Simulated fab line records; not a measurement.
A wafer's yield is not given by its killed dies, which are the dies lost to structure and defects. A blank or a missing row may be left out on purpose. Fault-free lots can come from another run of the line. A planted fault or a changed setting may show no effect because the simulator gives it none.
Which tool did it? + flow gf180mcu + 12 lots, 36 wafers sampled, at 6 steps of a route of 602

== WHAT THE GAUGES SHOWED, per wafer ==
GF_PSD_RS_MEAS_14: uses a four-point probe to measure.
| lot  | measured     | on           | NSD_RS (ohm/sq)   |
|------|--------------|--------------|-------------------|
| L414 | day 14 09:46 | filmMetro-02 | 46.19 46.24 46.05 |
| L415 | day 14 19:15 | filmMetro-02 | 46.04 46.06 46.07 |
| L416 | day 15 02:52 | filmMetro-04 | 46.28 46.20 46.27 |
| L419 | day 16 03:35 | filmMetro-02 | 44.60 44.64 44.73 |
| L420 | day 16 16:14 | filmMetro-03 | 44.75 44.78 44.70 |
| L421 | day 17 01:02 | filmMetro-03 | 44.65 44.69 44.63 |
| L428 | day 19 17:45 | filmMetro-02 | 46.00 46.15 46.11 |
| L431 | day 20 20:25 | filmMetro-04 | 46.19 46.32 46.22 |
| L432 | day 21 00:37 | filmMetro-03 | 46.04 46.01 46.04 |
| L433 | day 21 09:38 | filmMetro-03 | 45.99 45.98 45.93 |
| L435 | day 22 02:16 | filmMetro-03 | 46.07 46.12 46.06 |
| L436 | day 22 11:58 | filmMetro-04 | 46.15 46.13 46.10 |

GF_M3_OVL_MEAS_15.
| lot  | measured     | on         | M3_OVL (nm) |
|------|--------------|------------|-------------|
| L414 | day 21 13:20 | overlay-02 | -6 -2 -9    |
| L415 | day 22 00:56 | overlay-01 | 3 4 -5      |
| L416 | day 22 07:11 | overlay-02 | -2 -7 3     |
| L419 | day 23 11:17 | overlay-01 | -9 6 4      |
| L420 | day 23 23:53 | overlay-02 | -7 -10 -7   |
| L421 | day 24 05:17 | overlay-02 | -3 3 7      |
| L428 | day 26 19:38 | overlay-01 | 3 2 -4      |
| L431 | day 27 18:05 | overlay-01 | 0 -6 -6     |
| L432 | day 27 18:41 | overlay-01 | -4 -1 -5    |
| L433 | day 28 02:29 | overlay-01 | 3 3 -3      |
| L435 | day 28 18:35 | overlay-02 | -7 -4 -8    |
| L436 | day 29 01:20 | overlay-02 | 1 3 8       |

GF_V3_OVL_MEAS_15.
| lot  | measured     | on         | V3_OVL (nm) |
|------|--------------|------------|-------------|
| L414 | day 22 14:04 | overlay-01 | 3 7 2       |
| L415 | day 23 01:22 | overlay-01 | 2 3 11      |
| L416 | day 23 08:08 | overlay-02 | 12 13 10    |
| L419 | day 24 11:08 | overlay-02 | 8 11 0      |
| L420 | day 24 23:01 | overlay-01 | 8 10 9      |
| L421 | day 25 04:04 | overlay-02 | 5 5 0       |
| L428 | day 27 16:59 | overlay-01 | 12 6 0      |
| L431 | day 28 14:59 | overlay-02 | 4 -1 -1     |
| L432 | day 28 15:20 | overlay-02 | 10 9 0      |
| L433 | day 28 23:28 | overlay-01 | -4 -2 4     |
| L435 | day 29 14:25 | overlay-02 | 2 -4 6      |
| L436 | day 29 21:38 | overlay-02 | 2 7 -2      |

GF_M4_CD_MEAS_14: the cd target is 280 nm.
| lot  | measured     | on       | cdNm (nm)         |
|------|--------------|----------|-------------------|
| L414 | day 23 14:58 | cdSem-02 | 280.2 280.6 279.1 |
| L415 | day 24 01:39 | cdSem-02 | 281.3 280.7 281.3 |
| L416 | day 24 07:42 | cdSem-02 | 279.6 280.7 278.5 |
| L419 | day 25 09:38 | cdSem-02 | 279.5 279.8 279.6 |
| L420 | day 25 21:44 | cdSem-02 | 282.0 280.3 281.3 |
| L421 | day 26 02:23 | cdSem-01 | 279.7 279.4 279.3 |
| L428 | day 28 14:20 | cdSem-01 | 281.0 280.4 279.0 |
| L431 | day 29 11:34 | cdSem-01 | 279.5 278.7 278.5 |
| L432 | day 29 11:56 | cdSem-01 | 282.0 282.4 282.7 |
| L433 | day 29 19:47 | cdSem-02 | 280.6 280.8 280.1 |
| L435 | day 30 10:10 | cdSem-01 | 278.9 279.9 278.9 |
| L436 | day 30 17:04 | cdSem-01 | 280.2 280.3 280.4 |

== EACH LOT AND THE TOOL THAT RAN IT (in order: tool; ch and the chambers of the sampled wafers; start) ==
| lot  | GF_NSD_IMPLANT_09               | GF_NSD_STRIP_11                     |
|------|---------------------------------|-------------------------------------|
| L414 | implanter-01 ch 0, day 13 12:20 | plasmaAsher-01 ch 0,1, day 13 12:37 |
| L415 | implanter-03 ch 0, day 13 22:16 | plasmaAsher-01 ch 0,1, day 13 22:34 |
| L416 | implanter-01 ch 0, day 14 05:37 | plasmaAsher-01 ch 1, day 14 05:55   |
| L419 | implanter-03 ch 0, day 15 05:01 | plasmaAsher-01 ch 0,1, day 15 05:18 |
| L420 | implanter-03 ch 0, day 15 17:24 | plasmaAsher-02 ch 0,1, day 15 17:40 |
| L421 | implanter-03 ch 0, day 16 01:55 | plasmaAsher-01 ch 0,1, day 16 02:12 |
| L428 | implanter-01 ch 0, day 18 17:02 | plasmaAsher-01 ch 0,1, day 18 17:19 |
| L431 | implanter-03 ch 0, day 19 19:07 | plasmaAsher-01 ch 0,1, day 19 19:25 |
| L432 | implanter-01 ch 0, day 19 23:36 | plasmaAsher-01 ch 0, day 19 23:52   |
| L433 | implanter-01 ch 0, day 20 08:29 | plasmaAsher-01 ch 0,1, day 20 08:46 |
| L435 | implanter-01 ch 0, day 21 02:11 | plasmaAsher-01 ch 0,1, day 21 02:28 |
| L436 | implanter-03 ch 0, day 21 11:37 | plasmaAsher-01 ch 0,1, day 21 11:55 |
- GF_NSD_IMPLANT_09
- GF_NSD_STRIP_11: strips in O2/N2.

== WHAT THE TOOLS THEMSELVES READ (means of the sampled wafers that have a number; where no wafer has one, the mark that the record gives instead) ==
GF_NSD_IMPLANT_09.
| lot  | tool         | beamOnS (s) | doseIonsCm2 | endStationPressureTorr (Torr) | tiltDeg (degrees) |
|------|--------------|-------------|-------------|-------------------------------|-------------------|
| L414 | implanter-01 | 21.1        | 4e+15       | 1.11e-05                      | 7.006             |
| L415 | implanter-03 | 17.5        | 4e+15       | 1.33e-05                      | 7.020             |
| L416 | implanter-01 | 20.7        | 4e+15       | 1.15e-05                      | 7.023             |
| L419 | implanter-03 | 25.5        | 6e+15       | 1.26e-05                      | 7.016             |
| L420 | implanter-03 | 25.7        | 6e+15       | 1.24e-05                      | 7.033             |
| L421 | implanter-03 | 25.1        | 6e+15       | 1.27e-05                      | 7.024             |
| L428 | implanter-01 | 21.0        | 4e+15       | 1.18e-05                      | 7.027             |
| L431 | implanter-03 | 17.3        | 4e+15       | 1.38e-05                      | 6.988             |
| L432 | implanter-01 | 21.4        | 4e+15       | 1.16e-05                      | 7.009             |
| L433 | implanter-01 | 21.3        | 4e+15       | 1.24e-05                      | 7.002             |
| L435 | implanter-01 | 20.9        | 4e+15       | 1.16e-05                      | 6.972             |
| L436 | implanter-03 | 17.5        | 4e+15       | 1.38e-05                      | 6.974             |

GF_NSD_STRIP_11.
| lot  | tool           | drypumpMotorCurrentA (A) | heaterPowerW (W) | oesProductAu (a.u.) | platenTempC (C) | stripTimeToEndpointS (s) |
|------|----------------|--------------------------|------------------|---------------------|-----------------|--------------------------|
| L414 | plasmaAsher-01 | 5.8                      | 277              | 0.489               | 250.00          | 22.97                    |
| L415 | plasmaAsher-01 | 6.1                      | 284              | 0.486               | 250.22          | 23.00                    |
| L416 | plasmaAsher-01 | 6.4                      | 278              | 0.486               | 250.08          | 22.97                    |
| L419 | plasmaAsher-01 | 5.7                      | 280              | 0.476               | 249.79          | 23.85                    |
| L420 | plasmaAsher-02 | 5.6                      | 313              | 0.479               | 249.83          | 23.83                    |
| L421 | plasmaAsher-01 | 5.7                      | 281              | 0.477               | 250.01          | 23.78                    |
| L428 | plasmaAsher-01 | 6.1                      | 278              | 0.490               | 249.90          | 23.01                    |
| L431 | plasmaAsher-01 | 6.1                      | 282              | 0.486               | 250.04          | 22.98                    |
| L432 | plasmaAsher-01 | 5.4                      | 283              | 0.492               | 250.00          | 23.02                    |
| L433 | plasmaAsher-01 | 5.7                      | 280              | 0.485               | 249.72          | 22.99                    |
| L435 | plasmaAsher-01 | 6.1                      | 276              | 0.479               | 249.94          | 23.03                    |
| L436 | plasmaAsher-01 | 5.7                      | 278              | 0.487               | 249.78          | 23.08                    |

== THE ANSWER, worked out from the rows above alone ==
Rule: usual is defined by the lots themselves. The widest of any qualifying gaps counts: lots, ordered by their means at a reading, are off when they make up no more than a third of the lots, leave a main group of 4 or more, and stand apart from it by 3 or more times the standard deviation of that group's means. Not used: any main group whose means are identical at the precision the tables above print for the reading. Also off: a lot with no number at a reading for which 4 or more lots have one. Any other lot the step has rows for is counted as sound. First the gauges in route order, then the tools' own readings, where a lot's mean is used as printed above. At the first step where some lot is off, the reading lying furthest off is the one used; lots without a number count as furthest.
Off: L419, L420, L421, seen at GF_PSD_RS_MEAS_14 (NSD_RS). Mean 46.11 ohm/sq and standard deviation 0.089 in the main group.
A tool fits if, at a process step before that reading, it ran every lot that is off, and no sound lot after the first of them. Not tried: the gauges at GF_PSD_RS_MEAS_14; whatever is off there is also off at GF_NSD_STRIP_11, on other tools, and gauge error can't account for it. Not one of the candidates tried fits.

== WHAT THE SIMULATOR HAD PUT IN ==
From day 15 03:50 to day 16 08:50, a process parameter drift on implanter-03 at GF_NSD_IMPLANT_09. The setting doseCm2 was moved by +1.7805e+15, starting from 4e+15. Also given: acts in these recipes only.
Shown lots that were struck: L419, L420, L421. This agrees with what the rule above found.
